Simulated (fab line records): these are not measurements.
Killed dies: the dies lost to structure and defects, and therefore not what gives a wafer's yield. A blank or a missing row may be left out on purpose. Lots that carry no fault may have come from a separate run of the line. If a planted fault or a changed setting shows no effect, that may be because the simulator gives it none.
fab line records / flow sky130
[record] lots = 7 wafers = 21 last_day = 50
route steps=708 shown VIA3@575
lots that met no fault: taken from a fault-free run of the same line
start_h: hours from the record's opening day to when the first of the lot's shown wafers began / wait_h: hours since the lot's step before / " same as the row above / L1.1+2: one row covering several wafers at once / - no value present, or no start provided / * or withheld: withheld / < > ~ a bound
route shown NAME@n: NAME is a module with steps in the file, n the number in the route of the first one / usual: average and standard deviation across the fault-free wafers / same: alike in all rows / chamber/n: place in a boat / sites: the reading at each site / _std_site: how widely they spread, as a standard deviation / _edge_site: the outer-site mean with the inner-site mean subtracted / radius_mm: how far each site lies from the wafer's centre / mask NAME#n: copy n / behind: the last tool/chamber to shape the wafer / hold: why the lot went on hold/how many hours it stayed there/how the hold came to an end / device: names the non-switching transistor (n, p or np) / end of line: the same wafers' tests at the end of the route / for a step that has no rows: nothing shown but its recipe / killed: dies that structure and defects cost at the first sort, which is not the same as the wafer's yield / map: shows each die of a wafer: x if killed, . if not, _ if none is there
set.NAME: the setting the step ran with; set.NAME@STEP: the setting that earlier step ran with / model.NAME: the simulator's own value behind a step, which no gauge read
lots at some steps of the route; a table a step, a row a wafer
services: a tool's chamber out of use, with start hour (start_h, from the record's first day; less than 0 if before it), hours out, and reason
[[steps]]
[step SKY_VIA3_CMP_02]
[recipe] material = SiO2 down_force_psi = 4 platen_rpm = 60 pad_velocity_m_s = 0.94248
[usual] edge_zone_pressure_frac = 1.001/0.0048 motor_current_A = 12.1/1.1
lot.wafer=L700.1 tool=cmp-01 chamber=3 start_h=897.66 wait_h=0.1 edge_zone_pressure_frac=1.002 motor_current_A=13.2
lot.wafer=L700.5 tool=cmp-01 chamber=3 start_h=897.66 wait_h=0.1 edge_zone_pressure_frac=0.993 motor_current_A=12.6
lot.wafer=L700.6 tool=cmp-01 chamber=0 start_h=897.66 wait_h=0.1 edge_zone_pressure_frac=0.998 motor_current_A=10.1
lot.wafer=L701.4 tool=cmp-02 chamber=2 start_h=919.10 wait_h=0.1 edge_zone_pressure_frac=1.001 motor_current_A=13.2
lot.wafer=L701.6 tool=cmp-02 chamber=1 start_h=919.10 wait_h=0.1 edge_zone_pressure_frac=1.003 motor_current_A=10.8
lot.wafer=L701.5 tool=cmp-02 chamber=2 start_h=919.10 wait_h=0.1 edge_zone_pressure_frac=1.000 motor_current_A=13.7
lot.wafer=L702.2 tool=cmp-01 chamber=2 start_h=938.84 wait_h=0.1 edge_zone_pressure_frac=0.996 motor_current_A=12.5
lot.wafer=L702.3 tool=cmp-01 chamber=0 start_h=938.84 wait_h=0.1 edge_zone_pressure_frac=1.001 motor_current_A=10.5
lot.wafer=L702.6 tool=cmp-01 chamber=2 start_h=938.84 wait_h=0.1 edge_zone_pressure_frac=1.000 motor_current_A=12.7
lot.wafer=L703.4 tool=cmp-02 chamber=0 start_h=940.57 wait_h=0.5 edge_zone_pressure_frac=0.997 motor_current_A=12.1
lot.wafer=L703.1 tool=cmp-02 chamber=2 start_h=940.57 wait_h=0.5 edge_zone_pressure_frac=1.004 motor_current_A=14.2
lot.wafer=L703.5 tool=cmp-02 chamber=1 start_h=940.57 wait_h=0.5 edge_zone_pressure_frac=0.995 motor_current_A=10.1
lot.wafer=L708.3 tool=cmp-01 chamber=0 start_h=981.76 wait_h=0.0 edge_zone_pressure_frac=0.999 motor_current_A=10.3
lot.wafer=L708.2 tool=cmp-01 chamber=1 start_h=981.76 wait_h=0.0 edge_zone_pressure_frac=1.002 motor_current_A=12.1
lot.wafer=L708.4 tool=cmp-01 chamber=2 start_h=981.76 wait_h=0.0 edge_zone_pressure_frac=0.992 motor_current_A=11.9
lot.wafer=L711.2 tool=cmp-01 chamber=2 start_h=1036.37 wait_h=0.0 edge_zone_pressure_frac=1.010 motor_current_A=12.5
lot.wafer=L711.4 tool=cmp-01 chamber=0 start_h=1036.37 wait_h=0.0 edge_zone_pressure_frac=1.005 motor_current_A=10.0
lot.wafer=L711.6 tool=cmp-01 chamber=2 start_h=1036.37 wait_h=0.0 edge_zone_pressure_frac=1.001 motor_current_A=12.5
lot.wafer=L721.3 tool=cmp-02 chamber=3 start_h=1072.51 wait_h=0.0 edge_zone_pressure_frac=0.996 motor_current_A=12.7
lot.wafer=L721.2 tool=cmp-02 chamber=1 start_h=1072.51 wait_h=0.0 edge_zone_pressure_frac=1.001 motor_current_A=10.6
lot.wafer=L721.4 tool=cmp-02 chamber=2 start_h=1072.51 wait_h=0.0 edge_zone_pressure_frac=1.008 motor_current_A=13.4
[step SKY_VIA3_BOW_MEAS_03]
[recipe] mode = bow
[usual] VIA3_BOW = 79/7.7
lot.wafer=L700.1 tool=film_metro-04 chamber=- start_h=897.96 wait_h=0.2 VIA3_BOW[um]=91
lot.wafer=L700.5 tool=film_metro-04 chamber=- start_h=897.96 wait_h=0.2 VIA3_BOW[um]=81
lot.wafer=L700.6 tool=film_metro-04 chamber=- start_h=897.96 wait_h=0.2 VIA3_BOW[um]=90
lot.wafer=L701.4 tool=film_metro-02 chamber=- start_h=919.41 wait_h=0.3 VIA3_BOW[um]=69
lot.wafer=L701.5 tool=film_metro-02 chamber=- start_h=919.41 wait_h=0.3 VIA3_BOW[um]=78
lot.wafer=L701.6 tool=film_metro-02 chamber=- start_h=919.41 wait_h=0.3 VIA3_BOW[um]=83
lot.wafer=L702.2 tool=film_metro-04 chamber=- start_h=939.11 wait_h=0.2 VIA3_BOW[um]=69
lot.wafer=L702.3 tool=film_metro-04 chamber=- start_h=939.11 wait_h=0.2 VIA3_BOW[um]=65
lot.wafer=L702.6 tool=film_metro-04 chamber=- start_h=939.11 wait_h=0.2 VIA3_BOW[um]=69
lot.wafer=L703.1 tool=film_metro-02 chamber=- start_h=940.87 wait_h=0.1 VIA3_BOW[um]=72
lot.wafer=L703.4 tool=film_metro-02 chamber=- start_h=940.87 wait_h=0.1 VIA3_BOW[um]=79
lot.wafer=L703.5 tool=film_metro-02 chamber=- start_h=940.87 wait_h=0.1 VIA3_BOW[um]=80
lot.wafer=L708.2 tool=film_metro-02 chamber=- start_h=982.08 wait_h=0.2 VIA3_BOW[um]=88
lot.wafer=L708.3 tool=film_metro-02 chamber=- start_h=982.08 wait_h=0.2 VIA3_BOW[um]=67
lot.wafer=L708.4 tool=film_metro-02 chamber=- start_h=982.08 wait_h=0.2 VIA3_BOW[um]=92
lot.wafer=L711.2 tool=film_metro-02 chamber=- start_h=1036.69 wait_h=0.3 VIA3_BOW[um]=88
lot.wafer=L711.4 tool=film_metro-02 chamber=- start_h=1036.69 wait_h=0.3 VIA3_BOW[um]=85
lot.wafer=L711.6 tool=film_metro-02 chamber=- start_h=1036.69 wait_h=0.3 VIA3_BOW[um]=68
lot.wafer=L721.2 tool=film_metro-02 chamber=- start_h=1072.83 wait_h=0.2 VIA3_BOW[um]=84
lot.wafer=L721.3 tool=film_metro-02 chamber=- start_h=1072.83 wait_h=0.2 VIA3_BOW[um]=76
lot.wafer=L721.4 tool=film_metro-02 chamber=- start_h=1072.83 wait_h=0.2 VIA3_BOW[um]=74
[step SKY_VIA3_DEHYDRATE_04]
[recipe] temp_c = 200 time_s = 60
[step SKY_VIA3_HMDS_05]
[recipe] prime_time_s = 60 prime_temp_c = 120
[step SKY_VIA3_COAT_06]
[recipe] resist = BARC temp_c = withheld time_s = withheld spin_rpm = 3000 resist_thk_nm = 60
[step SKY_VIA3_COAT_07]
[recipe] resist = KrF-thick spin_rpm = 3000 resist_thk_nm = 450
[step SKY_VIA3_SOFTBAKE_08]
[recipe] temp_c = 100 time_s = 90 resist = KrF-thick
[step SKY_VIA3_EXPOSE_09]
[recipe] mask_id = VIM3 na = 0.8 source_shape = annular sigma_inner = 0.55 sigma_outer = 0.85 target_cd_nm = 200 dose_mj = 38
[step SKY_VIA3_PEB_10]
[recipe] peb_temp_c = withheld peb_time_s = withheld resist = KrF-thick
[step SKY_VIA3_DEVELOP_11]
[recipe] develop_time_s = 60 resist = KrF-thick dev_temp_c = 21
[step SKY_VIA3_CD_MEAS_12]
[recipe] target_cd_nm = 200
[usual] cd_nm = 200.0/1.4
lot.wafer=L700.1 tool=cd_sem-01 chamber=- start_h=924.25 wait_h=- cd_nm=199.5
lot.wafer=L700.5 tool=cd_sem-01 chamber=- start_h=924.25 wait_h=- cd_nm=200.4
lot.wafer=L700.6 tool=cd_sem-01 chamber=- start_h=924.25 wait_h=- cd_nm=200.1
lot.wafer=L701.4 tool=cd_sem-01 chamber=- start_h=944.68 wait_h=- cd_nm=201.1
lot.wafer=L701.5 tool=cd_sem-01 chamber=- start_h=944.68 wait_h=- cd_nm=200.2
lot.wafer=L701.6 tool=cd_sem-01 chamber=- start_h=944.68 wait_h=- cd_nm=199.6
lot.wafer=L702.2 tool=cd_sem-02 chamber=- start_h=963.39 wait_h=- cd_nm=198.7
lot.wafer=L702.3 tool=cd_sem-02 chamber=- start_h=963.39 wait_h=- cd_nm=200.1
lot.wafer=L702.6 tool=cd_sem-02 chamber=- start_h=963.39 wait_h=- cd_nm=198.9
lot.wafer=L703.1 tool=cd_sem-02 chamber=- start_h=965.22 wait_h=- cd_nm=199.8
lot.wafer=L703.4 tool=cd_sem-02 chamber=- start_h=965.22 wait_h=- cd_nm=201.1
lot.wafer=L703.5 tool=cd_sem-02 chamber=- start_h=965.22 wait_h=- cd_nm=199.7
lot.wafer=L708.2 tool=cd_sem-02 chamber=- start_h=1005.88 wait_h=- cd_nm=199.2
lot.wafer=L708.3 tool=cd_sem-02 chamber=- start_h=1005.88 wait_h=- cd_nm=201.2
lot.wafer=L708.4 tool=cd_sem-02 chamber=- start_h=1005.88 wait_h=- cd_nm=199.4
lot.wafer=L711.2 tool=cd_sem-01 chamber=- start_h=1058.24 wait_h=- cd_nm=199.3
lot.wafer=L711.4 tool=cd_sem-01 chamber=- start_h=1058.24 wait_h=- cd_nm=200.5
lot.wafer=L711.6 tool=cd_sem-01 chamber=- start_h=1058.24 wait_h=- cd_nm=200.0
lot.wafer=L721.2 tool=cd_sem-01 chamber=- start_h=1092.72 wait_h=- cd_nm=200.8
lot.wafer=L721.3 tool=cd_sem-01 chamber=- start_h=1092.72 wait_h=- cd_nm=200.4
lot.wafer=L721.4 tool=cd_sem-01 chamber=- start_h=1092.72 wait_h=- cd_nm=199.8
[step SKY_VIA3_OVL_MEAS_13]
[usual] VIA3_OVL = -1/6.5
lot.wafer=L700.1 tool=overlay-01 chamber=- start_h=924.37 wait_h=0.1 VIA3_OVL[nm]=-3
lot.wafer=L700.5 tool=overlay-01 chamber=- start_h=924.37 wait_h=0.1 VIA3_OVL[nm]=-1
lot.wafer=L700.6 tool=overlay-01 chamber=- start_h=924.37 wait_h=0.1 VIA3_OVL[nm]=2
lot.wafer=L701.4 tool=overlay-02 chamber=- start_h=944.76 wait_h=0.1 VIA3_OVL[nm]=-8
lot.wafer=L701.5 tool=overlay-02 chamber=- start_h=944.76 wait_h=0.1 VIA3_OVL[nm]=-7
lot.wafer=L701.6 tool=overlay-02 chamber=- start_h=944.76 wait_h=0.1 VIA3_OVL[nm]=0
lot.wafer=L702.2 tool=overlay-02 chamber=- start_h=963.50 wait_h=0.1 VIA3_OVL[nm]=0
lot.wafer=L702.3 tool=overlay-02 chamber=- start_h=963.50 wait_h=0.1 VIA3_OVL[nm]=2
lot.wafer=L702.6 tool=overlay-02 chamber=- start_h=963.50 wait_h=0.1 VIA3_OVL[nm]=-3
lot.wafer=L703.1 tool=overlay-01 chamber=- start_h=965.34 wait_h=0.1 VIA3_OVL[nm]=-2
lot.wafer=L703.4 tool=overlay-01 chamber=- start_h=965.34 wait_h=0.1 VIA3_OVL[nm]=4
lot.wafer=L703.5 tool=overlay-01 chamber=- start_h=965.34 wait_h=0.1 VIA3_OVL[nm]=-2
lot.wafer=L708.2 tool=overlay-01 chamber=- start_h=1005.99 wait_h=0.1 VIA3_OVL[nm]=-3
lot.wafer=L708.3 tool=overlay-01 chamber=- start_h=1005.99 wait_h=0.1 VIA3_OVL[nm]=1
lot.wafer=L708.4 tool=overlay-01 chamber=- start_h=1005.99 wait_h=0.1 VIA3_OVL[nm]=-1
lot.wafer=L711.2 tool=overlay-01 chamber=- start_h=1058.35 wait_h=0.1 VIA3_OVL[nm]=-5
lot.wafer=L711.4 tool=overlay-01 chamber=- start_h=1058.35 wait_h=0.1 VIA3_OVL[nm]=-2
lot.wafer=L711.6 tool=overlay-01 chamber=- start_h=1058.35 wait_h=0.1 VIA3_OVL[nm]=-6
lot.wafer=L721.2 tool=overlay-01 chamber=- start_h=1092.83 wait_h=0.1 VIA3_OVL[nm]=2
lot.wafer=L721.3 tool=overlay-01 chamber=- start_h=1092.83 wait_h=0.1 VIA3_OVL[nm]=0
lot.wafer=L721.4 tool=overlay-01 chamber=- start_h=1092.83 wait_h=0.1 VIA3_OVL[nm]=-2
[step SKY_VIA3_ETCH_14]
[recipe] chemistry = N2/H2 target = BARC ion_energy_ev = 200 source_w = 500 bias_w = 100 pressure_mtorr = 30 n2_flow_sccm = 100 h2_flow_sccm = 200 stop_on = SiO2 time_s = 45.9 target_depth_a = 600
[usual] drypump_motor_current_A = 5.8/0.47 oes_product_au = 0.855/0.0047 throttle_valve_pct = 13.225/0.0091
lot.wafer=L700.1 tool=rie_diel-04 chamber=2 start_h=924.41 wait_h=0.0 drypump_motor_current_A=5.8 oes_product_au=0.860 rf_hours_counter_h=19 throttle_valve_pct=13.227 model.KrF-thick_of_VIA3_COAT_07.thk_nm=393.1
lot.wafer=L700.5 tool=rie_diel-04 chamber=2 start_h=924.41 wait_h=0.0 drypump_motor_current_A=5.8 oes_product_au=0.857 rf_hours_counter_h=- throttle_valve_pct=13.231 model.KrF-thick_of_VIA3_COAT_07.thk_nm=392.1
lot.wafer=L700.6 tool=rie_diel-04 chamber=3 start_h=924.41 wait_h=0.0 drypump_motor_current_A=6.5 oes_product_au=0.845 rf_hours_counter_h=- throttle_valve_pct=13.214 model.KrF-thick_of_VIA3_COAT_07.thk_nm=392.7
lot.wafer=L701.4 tool=rie_diel-04 chamber=0 start_h=944.78 wait_h=0.0 drypump_motor_current_A=6.0 oes_product_au=0.853 rf_hours_counter_h=11 throttle_valve_pct=13.234 model.KrF-thick_of_VIA3_COAT_07.thk_nm=391.4
lot.wafer=L701.5 tool=rie_diel-04 chamber=2 start_h=944.78 wait_h=0.0 drypump_motor_current_A=5.8 oes_product_au=0.857 rf_hours_counter_h=- throttle_valve_pct=13.231 model.KrF-thick_of_VIA3_COAT_07.thk_nm=392.5
lot.wafer=L701.6 tool=rie_diel-04 chamber=1 start_h=944.78 wait_h=0.0 drypump_motor_current_A=5.5 oes_product_au=0.859 rf_hours_counter_h=- throttle_valve_pct=13.230 model.KrF-thick_of_VIA3_COAT_07.thk_nm=392.1
lot.wafer=L702.2 tool=rie_diel-04 chamber=3 start_h=963.53 wait_h=0.0 drypump_motor_current_A=6.5 oes_product_au=0.851 rf_hours_counter_h=14 throttle_valve_pct=13.226 model.KrF-thick_of_VIA3_COAT_07.thk_nm=391
lot.wafer=L702.3 tool=rie_diel-04 chamber=0 start_h=963.53 wait_h=0.0 drypump_motor_current_A=6.0 oes_product_au=0.858 rf_hours_counter_h=11 throttle_valve_pct=13.219 model.KrF-thick_of_VIA3_COAT_07.thk_nm=391.8
lot.wafer=L702.6 tool=rie_diel-04 chamber=1 start_h=963.53 wait_h=0.0 drypump_motor_current_A=5.5 oes_product_au=0.859 rf_hours_counter_h=- throttle_valve_pct=13.233 model.KrF-thick_of_VIA3_COAT_07.thk_nm=392.2
lot.wafer=L703.1 tool=rie_diel-04 chamber=1 start_h=965.38 wait_h=0.0 drypump_motor_current_A=5.5 oes_product_au=0.853 rf_hours_counter_h=16 throttle_valve_pct=13.246 model.KrF-thick_of_VIA3_COAT_07.thk_nm=392.4
lot.wafer=L703.4 tool=rie_diel-04 chamber=3 start_h=965.38 wait_h=0.0 drypump_motor_current_A=6.4 oes_product_au=0.846 rf_hours_counter_h=- throttle_valve_pct=13.230 model.KrF-thick_of_VIA3_COAT_07.thk_nm=390.9
lot.wafer=L703.5 tool=rie_diel-04 chamber=1 start_h=965.38 wait_h=0.0 drypump_motor_current_A=5.5 oes_product_au=0.857 rf_hours_counter_h=- throttle_valve_pct=13.225 model.KrF-thick_of_VIA3_COAT_07.thk_nm=391.1
lot.wafer=L708.2 tool=rie_diel-01 chamber=3 start_h=1006.02 wait_h=0.0 drypump_motor_current_A=6.5 oes_product_au=0.859 rf_hours_counter_h=15 throttle_valve_pct=13.236 model.KrF-thick_of_VIA3_COAT_07.thk_nm=393.1
lot.wafer=L708.3 tool=rie_diel-01 chamber=2 start_h=1006.02 wait_h=0.0 drypump_motor_current_A=6.2 oes_product_au=0.855 rf_hours_counter_h=13 throttle_valve_pct=13.235 model.KrF-thick_of_VIA3_COAT_07.thk_nm=394
lot.wafer=L708.4 tool=rie_diel-01 chamber=1 start_h=1006.02 wait_h=0.0 drypump_motor_current_A=4.8 oes_product_au=0.859 rf_hours_counter_h=22 throttle_valve_pct=13.229 model.KrF-thick_of_VIA3_COAT_07.thk_nm=394.7
lot.wafer=L711.2 tool=rie_diel-02 chamber=0 start_h=1058.38 wait_h=0.0 drypump_motor_current_A=5.1 oes_product_au=0.858 rf_hours_counter_h=16 throttle_valve_pct=13.226 model.KrF-thick_of_VIA3_COAT_07.thk_nm=391
lot.wafer=L711.4 tool=rie_diel-02 chamber=3 start_h=1058.38 wait_h=0.0 drypump_motor_current_A=5.9 oes_product_au=0.851 rf_hours_counter_h=18 throttle_valve_pct=13.232 model.KrF-thick_of_VIA3_COAT_07.thk_nm=390.9
lot.wafer=L711.6 tool=rie_diel-02 chamber=1 start_h=1058.38 wait_h=0.0 drypump_motor_current_A=6.3 oes_product_au=0.856 rf_hours_counter_h=- throttle_valve_pct=13.234 model.KrF-thick_of_VIA3_COAT_07.thk_nm=392.3
lot.wafer=L721.2 tool=rie_diel-02 chamber=1 start_h=1092.86 wait_h=0.0 drypump_motor_current_A=6.3 oes_product_au=0.854 rf_hours_counter_h=23 throttle_valve_pct=13.232 model.KrF-thick_of_VIA3_COAT_07.thk_nm=392.6
lot.wafer=L721.3 tool=rie_diel-02 chamber=3 start_h=1092.86 wait_h=0.0 drypump_motor_current_A=5.9 oes_product_au=0.856 rf_hours_counter_h=19 throttle_valve_pct=13.221 model.KrF-thick_of_VIA3_COAT_07.thk_nm=391.8
lot.wafer=L721.4 tool=rie_diel-02 chamber=2 start_h=1092.86 wait_h=0.0 drypump_motor_current_A=5.6 oes_product_au=0.855 rf_hours_counter_h=5 throttle_valve_pct=13.216 model.KrF-thick_of_VIA3_COAT_07.thk_nm=393
[step SKY_VIA3_ETCH_15]
[recipe] target = SiO2 chemistry = C4F8/O2/Ar target_depth_nm = 507 stop_on = TiN mask_material = KrF-thick source_w = 1500 bias_w = 1200 pressure_mtorr = 40 c4f8_flow_sccm = withheld O2_flow_sccm = 6 Ar_flow_sccm = 300 time_s = 78
[usual] oes_product_au = 0.946/0.005
lot.wafer=L700.1 tool=rie_diel-04 chamber=2 start_h=924.45 wait_h=0.0 oes_product_au=0.949 rf_hours_counter_h=19
lot.wafer=L700.5 tool=rie_diel-04 chamber=2 start_h=924.45 wait_h=0.0 oes_product_au=0.949 rf_hours_counter_h=-
lot.wafer=L700.6 tool=rie_diel-04 chamber=3 start_h=924.45 wait_h=0.0 oes_product_au=0.939 rf_hours_counter_h=-
lot.wafer=L701.4 tool=rie_diel-04 chamber=0 start_h=944.82 wait_h=0.0 oes_product_au=0.945 rf_hours_counter_h=11
lot.wafer=L701.5 tool=rie_diel-04 chamber=2 start_h=944.82 wait_h=0.0 oes_product_au=0.946 rf_hours_counter_h=-
lot.wafer=L701.6 tool=rie_diel-04 chamber=1 start_h=944.82 wait_h=0.0 oes_product_au=0.944 rf_hours_counter_h=-
lot.wafer=L702.2 tool=rie_diel-04 chamber=3 start_h=963.57 wait_h=0.0 oes_product_au=0.950 rf_hours_counter_h=14
lot.wafer=L702.3 tool=rie_diel-04 chamber=0 start_h=963.57 wait_h=0.0 oes_product_au=0.945 rf_hours_counter_h=11
lot.wafer=L702.6 tool=rie_diel-04 chamber=1 start_h=963.57 wait_h=0.0 oes_product_au=0.950 rf_hours_counter_h=-
lot.wafer=L703.1 tool=rie_diel-04 chamber=1 start_h=965.42 wait_h=0.0 oes_product_au=0.935 rf_hours_counter_h=16
lot.wafer=L703.4 tool=rie_diel-04 chamber=3 start_h=965.42 wait_h=0.0 oes_product_au=0.944 rf_hours_counter_h=-
lot.wafer=L703.5 tool=rie_diel-04 chamber=1 start_h=965.42 wait_h=0.0 oes_product_au=0.950 rf_hours_counter_h=-
lot.wafer=L708.2 tool=rie_diel-01 chamber=3 start_h=1006.06 wait_h=0.0 oes_product_au=0.950 rf_hours_counter_h=15
lot.wafer=L708.3 tool=rie_diel-01 chamber=2 start_h=1006.06 wait_h=0.0 oes_product_au=0.953 rf_hours_counter_h=13
lot.wafer=L708.4 tool=rie_diel-01 chamber=1 start_h=1006.06 wait_h=0.0 oes_product_au=0.940 rf_hours_counter_h=22
lot.wafer=L711.2 tool=rie_diel-02 chamber=0 start_h=1058.42 wait_h=0.0 oes_product_au=0.950 rf_hours_counter_h=16
lot.wafer=L711.4 tool=rie_diel-02 chamber=3 start_h=1058.42 wait_h=0.0 oes_product_au=0.944 rf_hours_counter_h=18
lot.wafer=L711.6 tool=rie_diel-02 chamber=1 start_h=1058.42 wait_h=0.0 oes_product_au=0.948 rf_hours_counter_h=-
lot.wafer=L721.2 tool=rie_diel-02 chamber=1 start_h=1092.90 wait_h=0.0 oes_product_au=0.954 rf_hours_counter_h=23
lot.wafer=L721.3 tool=rie_diel-02 chamber=3 start_h=1092.90 wait_h=0.0 oes_product_au=0.941 rf_hours_counter_h=19
lot.wafer=L721.4 tool=rie_diel-02 chamber=2 start_h=1092.90 wait_h=0.0 oes_product_au=0.945 rf_hours_counter_h=5
[[services]]
tool=cmp-02 chamber=- start_h=893.04 hours=1.4 kind=repair
tool=cmp-02 chamber=- start_h=902.98 hours=0.9 kind=repair
tool=cmp-02 chamber=- start_h=912.00 hours=4.0 kind=pm
tool=cmp-02 chamber=- start_h=916.54 hours=2.3 kind=repair
tool=rie_diel-04 chamber=- start_h=924.58 hours=14.6 kind=pm
tool=rie_diel-04 chamber=1 start_h=942.26 hours=2.4 kind=repair
tool=rie_diel-01 chamber=0 start_h=943.99 hours=6.9 kind=repair
tool=rie_diel-02 chamber=2 start_h=950.12 hours=- kind=clean
tool=rie_diel-02 chamber=2 start_h=950.12 hours=- kind=consumable_replace:showerhead
tool=rie_diel-02 chamber=2 start_h=950.12 hours=18.0 kind=scheduled_down
tool=rie_diel-02 chamber=2 start_h=950.12 hours=18.0 kind=vent_cycle
tool=cmp-01 chamber=- start_h=957.95 hours=0.8 kind=repair
tool=rie_diel-04 chamber=2 start_h=960.06 hours=7.6 kind=repair
tool=rie_diel-01 chamber=- start_h=971.53 hours=2.8 kind=pm
tool=cmp-02 chamber=- start_h=999.03 hours=0.2 kind=repair
tool=cmp-01 chamber=- start_h=1007.05 hours=5.3 kind=pm
tool=rie_diel-02 chamber=- start_h=1016.33 hours=2.8 kind=pm
tool=cmp-02 chamber=- start_h=1017.22 hours=0.7 kind=repair
tool=rie_diel-01 chamber=3 start_h=1032.83 hours=9.1 kind=repair
tool=rie_diel-01 chamber=- start_h=1034.31 hours=6.4 kind=repair
tool=rie_diel-02 chamber=3 start_h=1081.34 hours=4.4 kind=repair
tool=cmp-01 chamber=- start_h=1084.31 hours=4.0 kind=pm
tool=cmp-01 chamber=- start_h=1088.31 hours=- kind=consumable_replace:conditioner
tool=cmp-01 chamber=- start_h=1088.31 hours=- kind=consumable_replace:pad
[[key]]
first_sign none at tools or gauges
[model_effect] step = SKY_VIA3_ETCH_14 value = KrF-thick_of_VIA3_COAT_07.thk_nm without = 393.9 struck = 391.7
met_at SKY_VIA3_ETCH_14
struck_wafers L701.4,L701.5,L701.6,L702.2,L702.3,L702.6,L703.1,L703.4,L703.5
onset_between 924.41 944.78
[fault] kind = process_parameter_drift tool = rie_diel-04 chamber = - onset_h = 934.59 steps = SKY_VIA3_ETCH_14 channel = ion_energy_ev offset = 32 shape = step end_h = 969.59 acts_in = these_recipes_only stated = 200
